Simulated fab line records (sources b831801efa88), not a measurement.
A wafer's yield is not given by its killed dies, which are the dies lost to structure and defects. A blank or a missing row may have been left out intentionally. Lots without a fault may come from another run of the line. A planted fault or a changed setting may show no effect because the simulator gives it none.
fab line records | flow sky130
record lots=6 | wafers=18 | last_day=50
route steps=708 shown VIA2@509 PAD_OPEN@708
lots that met no fault: taken from a fault-free run of the same line
start_h: hours from the record's first day to the start of the lot's first wafer shown | wait_h: hours elapsed since this lot's preceding step | " unchanged from the row above | L1.1+2: a row that stands for several wafers | - either no value or no given start | * or withheld: withheld | < > ~ a bound
route shown NAME@n: NAME is a module with steps in the file, n the number in the route of the first one | usual: mean/standard deviation taken from wafers without a fault | same: alike in all rows | chamber/n: place in a boat | sites: each site's reading | _std_site: the values' standard deviation | _edge_site: the outer-site mean with the inner-site mean subtracted | radius_mm: how far each site lies from the wafer's centre | mask NAME#n: copy n | behind: the most recent tool/chamber to have shaped the wafer | hold: the reason the lot was held/the length of the hold in hours/how it ended | device: the transistor (n, p or np) that didn't switch | end of line: the tests these same wafers got at the end of their route | where a step has no rows: the recipe by itself | killed: the dies lost at the first sort to structure and to defects; this is not the yield of the wafer | map: a wafer's dies, x killed, . not, _ none there
set.NAME: setting as actually run; set.NAME@STEP: the setting as run at that earlier step | model.NAME: the simulator's own value behind a step, which no gauge read
lots seen at some steps along the route; tables by step, rows by wafer
services: a tool's chamber out of use, with start hour (start_h, from the record's first day; less than 0 if before it), hours out, and reason
## steps
# step SKY_VIA2_CMP_02
# recipe material=SiO2 | down_force_psi=4 | platen_rpm=60 | pad_velocity_m_s=0.94248
# usual motor_current_A=12.1/1.5
lot.wafer | tool   | chamber | start_h | wait_h | motor_current_A
L615.4    | cmp-02 | 1       | 857.58  | 0.1    | 11.9
L615.3    | "      | 3       | "       | "      | 11.1
L615.5    | "      | 0       | "       | "      | 16.5
L616.4    | cmp-01 | 2       | 889.63  | 0.0    | 11.7
L616.2    | "      | 3       | "       | "      | 12.0
L616.3    | "      | 1       | "       | "      | 12.6
L622.4    | cmp-01 | 1       | 910.77  | 0.0    | 12.2
L622.3    | "      | 2       | "       | "      | 11.3
L622.1    | "      | 3       | "       | "      | 12.0
L627.1    | cmp-02 | 3       | 941.39  | 0.1    | 10.9
L627.2    | "      | 0       | "       | "      | 16.9
L627.5    | "      | 0       | "       | "      | 16.7
L629.1    | cmp-01 | 0       | 958.34  | 0.1    | 11.9
L629.6    | "      | 2       | "       | "      | 11.4
L629.5    | "      | 3       | "       | "      | 11.6
L632.1    | cmp-01 | 3       | 976.35  | 0.1    | 10.8
L632.4    | "      | 0       | "       | "      | 12.1
L632.3    | "      | 1       | "       | "      | 11.8
# step SKY_VIA2_BOW_MEAS_03
# recipe mode=bow
# usual VIA2_BOW=85/8.2
lot.wafer | tool          | chamber | start_h | wait_h | VIA2_BOW[um]
L615.3    | film_metro-02 | -       | 857.87  | 0.1    | 97
L615.4    | "             | -       | "       | "      | 79
L615.5    | "             | -       | "       | "      | 101
L616.2    | film_metro-02 | -       | 889.95  | 0.2    | 90
L616.3    | "             | -       | "       | "      | 87
L616.4    | "             | -       | "       | "      | 90
L622.1    | film_metro-03 | -       | 911.07  | 0.1    | 90
L622.3    | "             | -       | "       | "      | 93
L622.4    | "             | -       | "       | "      | 85
L627.1    | film_metro-02 | -       | 941.69  | 0.2    | 76
L627.2    | "             | -       | "       | "      | 78
L627.5    | "             | -       | "       | "      | 73
L629.1    | film_metro-03 | -       | 958.54  | 0.1    | 98
L629.5    | "             | -       | "       | "      | 94
L629.6    | "             | -       | "       | "      | 102
L632.1    | film_metro-01 | -       | 976.65  | 0.2    | 94
L632.3    | "             | -       | "       | "      | 92
L632.4    | "             | -       | "       | "      | 96
# step SKY_VIA2_DEHYDRATE_04
# recipe temp_c=200 | time_s=60
# step SKY_VIA2_HMDS_05
# recipe prime_time_s=60 | prime_temp_c=120
# step SKY_VIA2_COAT_06
# recipe resist=BARC | temp_c=withheld | time_s=withheld | spin_rpm=3000 | resist_thk_nm=59.31
# step SKY_VIA2_COAT_07
# recipe resist=KrF-thick | spin_rpm=3000 | resist_thk_nm=450
# step SKY_VIA2_SOFTBAKE_08
# recipe temp_c=100 | time_s=90 | resist=KrF-thick
# step SKY_VIA2_EXPOSE_09
# recipe mask_id=VIM2 | na=0.8 | source_shape=annular | sigma_inner=0.55 | sigma_outer=0.85 | target_cd_nm=200 | dose_mj=38
# step SKY_VIA2_PEB_10
# recipe peb_temp_c=withheld | peb_time_s=withheld | resist=KrF-thick
# step SKY_VIA2_DEVELOP_11
# recipe develop_time_s=60 | resist=KrF-thick | dev_temp_c=21
# step SKY_VIA2_CD_MEAS_12
# recipe target_cd_nm=200
# usual cd_nm=200.1/1.5
lot.wafer | tool      | chamber | start_h | wait_h | cd_nm
L615.3    | cd_sem-01 | -       | 883.50  | -      | 198.7
L615.4    | "         | -       | "       | "      | 197.3
L615.5    | "         | -       | "       | "      | 198.4
L616.2    | cd_sem-01 | -       | 914.63  | -      | 200.7
L616.3    | "         | -       | "       | "      | 199.9
L616.4    | "         | -       | "       | "      | 202.1
L622.1    | cd_sem-01 | -       | 935.71  | -      | 198.3
L622.3    | "         | -       | "       | "      | 198.4
L622.4    | "         | -       | "       | "      | 196.2
L627.1    | cd_sem-01 | -       | 965.72  | -      | 200.6
L627.2    | "         | -       | "       | "      | 200.9
L627.5    | "         | -       | "       | "      | 199.1
L629.1    | cd_sem-02 | -       | 982.57  | -      | 197.7
L629.5    | "         | -       | "       | "      | 199.1
L629.6    | "         | -       | "       | "      | 199.8
L632.1    | cd_sem-02 | -       | 999.57  | -      | 200.3
L632.3    | "         | -       | "       | "      | 201.0
L632.4    | "         | -       | "       | "      | 201.0
# step SKY_VIA2_OVL_MEAS_13
# usual VIA2_OVL=0/6.6
lot.wafer | tool       | chamber | start_h | wait_h | VIA2_OVL[nm]
L615.3    | overlay-02 | -       | 883.60  | 0.1    | 3
L615.4    | "          | -       | "       | "      | -3
L615.5    | "          | -       | "       | "      | 7
L616.2    | overlay-01 | -       | 914.74  | 0.1    | -4
L616.3    | "          | -       | "       | "      | -4
L616.4    | "          | -       | "       | "      | -9
L622.1    | overlay-01 | -       | 935.83  | 0.1    | -4
L622.3    | "          | -       | "       | "      | -9
L622.4    | "          | -       | "       | "      | -7
L627.1    | overlay-02 | -       | 965.84  | 0.1    | 1
L627.2    | "          | -       | "       | "      | -2
L627.5    | "          | -       | "       | "      | 8
L629.1    | overlay-02 | -       | 982.69  | 0.1    | 1
L629.5    | "          | -       | "       | "      | 1
L629.6    | "          | -       | "       | "      | -6
L632.1    | overlay-02 | -       | 999.69  | 0.1    | 3
L632.3    | "          | -       | "       | "      | 1
L632.4    | "          | -       | "       | "      | 1
# step SKY_VIA2_ETCH_14
# recipe chemistry=N2/H2 | target=BARC | ion_energy_ev=200 | source_w=500 | bias_w=100 | pressure_mtorr=30 | n2_flow_sccm=100 | h2_flow_sccm=200 | stop_on=SiO2 | time_s=45.9 | target_depth_a=600
# usual chamber_pressure_mTorr=30.000/0.026 | drypump_motor_current_A=5.7/0.43 | oes_product_au=0.849/0.0049 | throttle_valve_pct=13.224/0.0091
lot.wafer | tool        | chamber | start_h | wait_h | chamber_pressure_mTorr | drypump_motor_current_A | oes_product_au | rf_hours_counter_h | throttle_valve_pct | model.KrF-thick_of_VIA2_COAT_07.thk_nm
L615.3    | rie_diel-04 | 1       | 883.62  | 0.0    | 29.967                 | 6.1                     | 0.852          | 5                  | 13.225             | 394.1
L615.4    | "           | 0       | "       | "      | 29.993                 | 5.8                     | 0.851          | 15                 | 13.216             | 392.6
L615.5    | "           | 2       | "       | "      | 29.982                 | 5.7                     | 0.854          | -                  | 13.210             | 394
L616.2    | rie_diel-04 | 2       | 914.77  | 0.0    | 30.014                 | 5.7                     | 0.846          | 19                 | 13.214             | 396.5
L616.3    | "           | 3       | "       | "      | 30.040                 | 5.2                     | 0.846          | 21                 | 13.241             | 397.4
L616.4    | "           | 0       | "       | "      | 30.018                 | 5.8                     | 0.840          | 16                 | 13.225             | 395.6
L622.1    | rie_diel-01 | 1       | 935.87  | 0.0    | 29.982                 | 5.5                     | 0.846          | 17                 | 13.220             | 391.6
L622.3    | "           | 3       | "       | "      | 30.033                 | 5.7                     | 0.853          | 22                 | 13.239             | 390.4
L622.4    | "           | 2       | "       | "      | 30.027                 | 4.9                     | 0.840          | 25                 | 13.232             | 390.8
L627.1    | rie_diel-02 | 2       | 965.87  | 0.0    | 29.999                 | 6.4                     | 0.839          | 7                  | 13.236             | 390.5
L627.2    | "           | 0       | "       | "      | 29.971                 | 5.0                     | 0.849          | 8                  | 13.229             | 389.9
L627.5    | "           | 3       | "       | "      | 30.026                 | 6.0                     | 0.853          | -                  | 13.236             | 390.7
L629.1    | rie_diel-04 | 2       | 982.72  | 0.0    | 30.013                 | 5.7                     | 0.841          | 21                 | 13.223             | 391.9
L629.5    | "           | 1       | "       | "      | 30.041                 | 6.2                     | 0.843          | -                  | 13.210             | 393.2
L629.6    | "           | 2       | "       | "      | 30.006                 | 5.7                     | 0.847          | -                  | 13.230             | 392.7
L632.1    | rie_diel-02 | 3       | 999.73  | 0.0    | 30.029                 | 6.0                     | 0.845          | 12                 | 13.228             | 393.7
L632.3    | "           | 0       | "       | "      | 30.048                 | 5.0                     | 0.850          | 9                  | 13.209             | 391.4
L632.4    | "           | 1       | "       | "      | 29.967                 | 5.8                     | 0.850          | 21                 | 13.230             | 393.1
# step SKY_VIA2_ETCH_15
# recipe target=SiO2 | chemistry=C4F8/O2/Ar | target_depth_nm=546 | stop_on=TiN | mask_material=KrF-thick | source_w=1500 | bias_w=1200 | pressure_mtorr=40 | c4f8_flow_sccm=withheld | O2_flow_sccm=6 | Ar_flow_sccm=300 | time_s=84
# usual chamber_pressure_mTorr=40.00/0.032 | oes_product_au=0.940/0.0055
lot.wafer | tool        | chamber | start_h | wait_h | chamber_pressure_mTorr | oes_product_au | rf_hours_counter_h
L615.3    | rie_diel-04 | 1       | 883.66  | 0.0    | 39.92                  | 0.940          | 6
L615.4    | "           | 0       | "       | "      | 40.02                  | 0.937          | 15
L615.5    | "           | 2       | "       | "      | 39.98                  | 0.943          | -
L616.2    | rie_diel-04 | 2       | 914.81  | 0.0    | 39.99                  | 0.944          | 19
L616.3    | "           | 3       | "       | "      | 40.02                  | 0.945          | 21
L616.4    | "           | 0       | "       | "      | 39.98                  | 0.939          | 16
L622.1    | rie_diel-01 | 1       | 935.91  | 0.0    | 40.01                  | 0.945          | 17
L622.3    | "           | 3       | "       | "      | 39.99                  | 0.940          | 22
L622.4    | "           | 2       | "       | "      | 40.02                  | 0.934          | 25
L627.1    | rie_diel-02 | 2       | 965.91  | 0.0    | 39.97                  | 0.945          | 7
L627.2    | "           | 0       | "       | "      | 39.97                  | 0.935          | 8
L627.5    | "           | 3       | "       | "      | 39.96                  | 0.946          | -
L629.1    | rie_diel-04 | 2       | 982.76  | 0.0    | 39.98                  | 0.943          | 21
L629.5    | "           | 1       | "       | "      | 39.97                  | 0.936          | -
L629.6    | "           | 2       | "       | "      | 39.95                  | 0.945          | -
L632.1    | rie_diel-02 | 3       | 999.77  | 0.0    | 39.97                  | 0.939          | 12
L632.3    | "           | 0       | "       | "      | 40.03                  | 0.938          | 9
L632.4    | "           | 1       | "       | "      | 39.97                  | 0.937          | 21
# step SKY_PAD_OPEN_PROBE_99
# usual defect_limited_yield=82.4/2 | killed_at_M0_to_M3=44/7.1 | killed_at_M4_up=3/1.6 | killed_at_contacts=24/5.4 | killed_at_front_end=15/4.7 | killed_at_other=0.3/0.51 | killed_dies=87/9.9 | killed_open=48/7.6 | killed_short=39/6.3 | sort_bin_3_pad_short=0.9/0.39 | sort_bin_5_function=10.5/1.6 | sort_bin_6_memory=6.3/1.1 | sort_n_pass=405/9.9 | sort_yield_pct=82.4/2
# same gross_dies=492 | killed_at_back_side=0 | sort_bin_4_leakage[%]=0 | sort_bin_8_speed[%]=0
lot.wafer | tool      | chamber | start_h | wait_h | defect_limited_yield[%] | killed_at_M0_to_M3 | killed_at_M4_up | killed_at_contacts | killed_at_front_end | killed_at_other | killed_dies | killed_open | killed_short | sort_bin_3_pad_short[%] | sort_bin_5_function[%] | sort_bin_6_memory[%] | sort_n_pass | sort_yield_pct[%]
L615.3    | prober-01 | -       | 1104.60 | 0.2    | 84.8                    | 46                 | 2               | 12                 | 15                  | 0               | 75          | 50          | 25           | 0.4                     | 8.1                    | 6.7                  | 417         | 84.8
L615.4    | prober-01 | -       | 1104.65 | 0.2    | 81.5                    | 50                 | 1               | 28                 | 12                  | 0               | 91          | 52          | 39           | 0.4                     | 13.2                   | 4.9                  | 401         | 81.5
L615.5    | prober-01 | -       | 1104.70 | 0.2    | 83.5                    | 41                 | 1               | 25                 | 14                  | 0               | 81          | 45          | 36           | 0.6                     | 10.4                   | 5.5                  | 411         | 83.5
L616.2    | prober-01 | -       | 1130.64 | 0.1    | 79.9                    | 52                 | 4               | 26                 | 16                  | 1               | 99          | 58          | 41           | 0.8                     | 12.2                   | 7.1                  | 393         | 79.9
L616.3    | prober-01 | -       | 1130.69 | 0.2    | 82.1                    | 48                 | 3               | 29                 | 8                   | 0               | 88          | 44          | 44           | 0.4                     | 12.2                   | 5.3                  | 404         | 82.1
L616.4    | prober-01 | -       | 1130.74 | 0.2    | 84.6                    | 38                 | 3               | 21                 | 14                  | 0               | 76          | 45          | 31           | 1.0                     | 7.1                    | 7.3                  | 416         | 84.6
L622.1    | prober-01 | -       | 1143.72 | 0.1    | 80.1                    | 55                 | 4               | 16                 | 21                  | 2               | 98          | 54          | 44           | 1.0                     | 12.8                   | 6.1                  | 394         | 80.1
L622.3    | prober-01 | -       | 1143.82 | 0.2    | 82.1                    | 44                 | 3               | 23                 | 17                  | 1               | 88          | 47          | 41           | 1.2                     | 10.6                   | 6.1                  | 404         | 82.1
L622.4    | prober-01 | -       | 1143.87 | 0.2    | 82.3                    | 52                 | 2               | 19                 | 14                  | 0               | 87          | 44          | 43           | 1.6                     | 9.6                    | 6.5                  | 405         | 82.3
L627.1    | prober-02 | -       | 1165.20 | 0.1    | 80.3                    | 47                 | 4               | 23                 | 23                  | 0               | 97          | 56          | 41           | 0.4                     | 11.6                   | 7.7                  | 395         | 80.3
L627.2    | prober-02 | -       | 1165.25 | 0.1    | 81.1                    | 51                 | 7               | 20                 | 15                  | 0               | 93          | 47          | 46           | 1.2                     | 10.0                   | 7.7                  | 399         | 81.1
L627.5    | prober-02 | -       | 1165.40 | 0.2    | 86.4                    | 33                 | 5               | 22                 | 7                   | 0               | 67          | 35          | 32           | 1.0                     | 6.9                    | 5.7                  | 425         | 86.4
L629.1    | prober-02 | -       | 1179.46 | 0.1    | 82.9                    | 50                 | 2               | 21                 | 10                  | 1               | 84          | 43          | 41           | 0.4                     | 11.6                   | 5.1                  | 408         | 82.9
L629.5    | prober-02 | -       | 1179.66 | 0.2    | 81.3                    | 47                 | 2               | 29                 | 14                  | 0               | 92          | 64          | 28           | 0.4                     | 10.6                   | 7.7                  | 400         | 81.3
L629.6    | prober-02 | -       | 1179.71 | 0.2    | 88.0                    | 24                 | 4               | 20                 | 10                  | 1               | 59          | 29          | 30           | 1.0                     | 6.7                    | 4.3                  | 433         | 88.0
L632.1    | prober-01 | -       | 1191.49 | 0.1    | 84.8                    | 38                 | 5               | 18                 | 14                  | 0               | 75          | 42          | 33           | 1.4                     | 8.1                    | 5.7                  | 417         | 84.8
L632.3    | prober-01 | -       | 1191.59 | 0.2    | 83.9                    | 48                 | 5               | 17                 | 9                   | 0               | 79          | 44          | 35           | 0.6                     | 9.8                    | 5.7                  | 413         | 83.9
L632.4    | prober-01 | -       | 1191.64 | 0.2    | 84.6                    | 35                 | 3               | 27                 | 11                  | 0               | 76          | 43          | 33           | 0.4                     | 7.5                    | 7.5                  | 416         | 84.6
# killed by level:class
L615.3 VIA1:geometric_particle:open=11 VIA2:geometric_particle:open=9 LI_CONTACT:geometric_particle:open=6 VIA3:geometric_particle:open=5 CONTACT:geometric_particle:open=5 METAL1:geometric_particle:short=5 POLY_GATE:geometric_particle:open=4 VIA3:geometric_particle:short=4
L615.4 VIA1:geometric_particle:open=13 CONTACT:geometric_particle:open=12 METAL1:geometric_particle:short=8 LI_CONTACT:geometric_particle:open=6 VIA2:geometric_particle:open=6 LOCAL_INTERCONNECT:geometric_particle:short=5 POLY_GATE:geometric_particle:open=4 CONTACT:geometric_particle:short=4
L615.5 LI_CONTACT:geometric_particle:open=10 VIA1:geometric_particle:open=8 VIA3:geometric_particle:open=7 POLY_GATE:geometric_particle:open=6 CONTACT:geometric_particle:open=6 VIA1:geometric_particle:short=6 METAL2:geometric_particle:short=5 VIA2:geometric_particle:open=5
L616.2 VIA1:geometric_particle:open=15 CONTACT:geometric_particle:open=9 VIA3:geometric_particle:open=8 POLY_GATE:geometric_particle:open=7 LI_CONTACT:geometric_particle:open=7 METAL1:geometric_particle:short=7 METAL2:geometric_particle:short=6 LOCAL_INTERCONNECT:geometric_particle:short=5
L616.3 METAL1:geometric_particle:short=11 VIA1:geometric_particle:open=9 LI_CONTACT:geometric_particle:open=8 CONTACT:geometric_particle:open=8 METAL2:geometric_particle:short=8 VIA1:geometric_particle:short=6 CONTACT:geometric_particle:short=5 VIA3:geometric_particle:open=5
L616.4 CONTACT:geometric_particle:open=11 VIA1:geometric_particle:open=11 METAL2:geometric_particle:short=5 VIA2:geometric_particle:short=5 VIA2:geometric_particle:open=5 FIELD_ISO:geometric_particle:open=4 LI_CONTACT:geometric_particle:open=4 METAL1:geometric_particle:short=4
L622.1 VIA1:geometric_particle:open=14 VIA3:geometric_particle:open=8 CONTACT:geometric_particle:open=7 METAL2:geometric_particle:short=7 FIELD_ISO:geometric_particle:open=6 VIA1:geometric_particle:short=6 POLY_GATE:geometric_particle:short=5 FIELD_ISO:geometric_particle:short=4
L622.3 VIA1:geometric_particle:open=12 CONTACT:geometric_particle:open=8 VIA1:geometric_particle:short=7 CONTACT:geometric_particle:short=6 VIA2:geometric_particle:short=5 LI_CONTACT:geometric_particle:open=5 VIA3:geometric_particle:open=5 METAL1:geometric_particle:short=5
L622.4 VIA1:geometric_particle:open=14 VIA1:geometric_particle:short=10 METAL2:geometric_particle:short=8 CONTACT:geometric_particle:open=7 POLY_GATE:geometric_particle:short=5 LI_CONTACT:geometric_particle:short=5 POLY_GATE:geometric_particle:open=4 VIA2:geometric_particle:open=4
L627.1 VIA1:geometric_particle:open=11 VIA2:geometric_particle:open=10 CONTACT:geometric_particle:open=9 FIELD_ISO:geometric_particle:open=8 LI_CONTACT:geometric_particle:open=6 VIA1:geometric_particle:short=6 FIELD_ISO:geometric_particle:short=5 POLY_GATE:geometric_particle:short=5
L627.2 VIA1:geometric_particle:open=10 METAL1:geometric_particle:short=9 VIA2:geometric_particle:open=8 FIELD_ISO:geometric_particle:open=7 CONTACT:geometric_particle:open=7 METAL2:geometric_particle:short=6 METAL4:geometric_particle:short=6 VIA3:geometric_particle:open=6
L627.5 CONTACT:geometric_particle:open=10 METAL2:geometric_particle:short=7 LI_CONTACT:geometric_particle:open=6 VIA3:geometric_particle:short=5 METAL4:geometric_particle:short=5 POLY_GATE:geometric_particle:open=4 VIA1:geometric_particle:open=3 CONTACT:geometric_particle:short=3
L629.1 VIA1:geometric_particle:open=11 VIA2:geometric_particle:open=8 METAL1:geometric_particle:short=7 VIA1:geometric_particle:short=7 LI_CONTACT:geometric_particle:open=6 LOCAL_INTERCONNECT:geometric_particle:short=6 VIA3:geometric_particle:open=5 FIELD_ISO:geometric_particle:short=4
L629.5 LI_CONTACT:geometric_particle:open=15 VIA1:geometric_particle:open=12 CONTACT:geometric_particle:open=10 METAL2:geometric_particle:short=7 VIA2:geometric_particle:open=6 VIA3:geometric_particle:open=5 POLY_GATE:geometric_particle:short=4 VIA1:geometric_particle:short=4
L629.6 CONTACT:geometric_particle:open=7 CONTACT:geometric_particle:short=6 VIA2:geometric_particle:open=6 LOCAL_INTERCONNECT:geometric_particle:short=5 VIA1:geometric_particle:open=4 VIA3:geometric_particle:short=4 FIELD_ISO:geometric_particle:short=3 POLY_GATE:geometric_particle:short=3
L632.1 VIA1:geometric_particle:open=16 LI_CONTACT:geometric_particle:open=10 METAL1:geometric_particle:short=6 FIELD_ISO:geometric_particle:open=5 METAL4:geometric_particle:short=5 FIELD_ISO:geometric_particle:short=4 POLY_GATE:geometric_particle:open=3 CONTACT:geometric_particle:open=3
L632.3 VIA1:geometric_particle:open=11 LI_CONTACT:geometric_particle:open=7 METAL1:geometric_particle:short=7 VIA1:geometric_particle:short=7 CONTACT:geometric_particle:open=6 VIA2:geometric_particle:open=6 METAL2:geometric_particle:short=5 VIA3:geometric_particle:open=4
L632.4 CONTACT:geometric_particle:open=10 LI_CONTACT:geometric_particle:open=7 VIA1:geometric_particle:open=7 CONTACT:geometric_particle:short=6 VIA3:geometric_particle:open=5 METAL3:geometric_particle:short=5 VIA2:geometric_particle:open=4 FIELD_ISO:geometric_particle:short=3
## services
tool        | chamber | start_h | hours | kind
cmp-01      | -       | 839.18  | 0.9   | repair
cmp-01      | -       | 850.44  | 7.2   | pm
rie_diel-04 | 2       | 851.78  | 5.5   | repair
rie_diel-01 | -       | 855.12  | 0.7   | repair
rie_diel-04 | -       | 861.51  | 0.7   | repair
cmp-02      | -       | 869.08  | 0.5   | repair
cmp-02      | -       | 885.63  | 1.4   | repair
cmp-02      | -       | 912.22  | 4.0   | pm
cmp-02      | -       | 916.22  | -     | consumable_replace:conditioner
cmp-02      | -       | 916.22  | -     | consumable_replace:pad
cmp-02      | -       | 919.57  | 0.5   | repair
rie_diel-02 | 0       | 932.78  | 5.6   | repair
rie_diel-01 | -       | 934.77  | 0.7   | repair
cmp-02      | -       | 942.08  | 4.7   | pm
cmp-01      | -       | 972.65  | 0.3   | repair
cmp-01      | -       | 979.39  | 1.0   | repair
cmp-01      | -       | 983.17  | 1.5   | repair
rie_diel-04 | 3       | 992.55  | 2.8   | repair
## key
first_sign none at tools or gauges
model_effect step=SKY_VIA2_ETCH_14 | value=KrF-thick_of_VIA2_COAT_07.thk_nm | without=392.7 | struck=395
met_at SKY_VIA2_ETCH_14
struck_wafers L615.3,L615.4,L615.5,L616.2,L616.3,L616.4
fault kind=process_parameter_drift | tool=rie_diel-04 | chamber=- | onset_h=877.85 | steps=SKY_VIA2_ETCH_14 | channel=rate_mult | offset=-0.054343 | shape=step | end_h=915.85
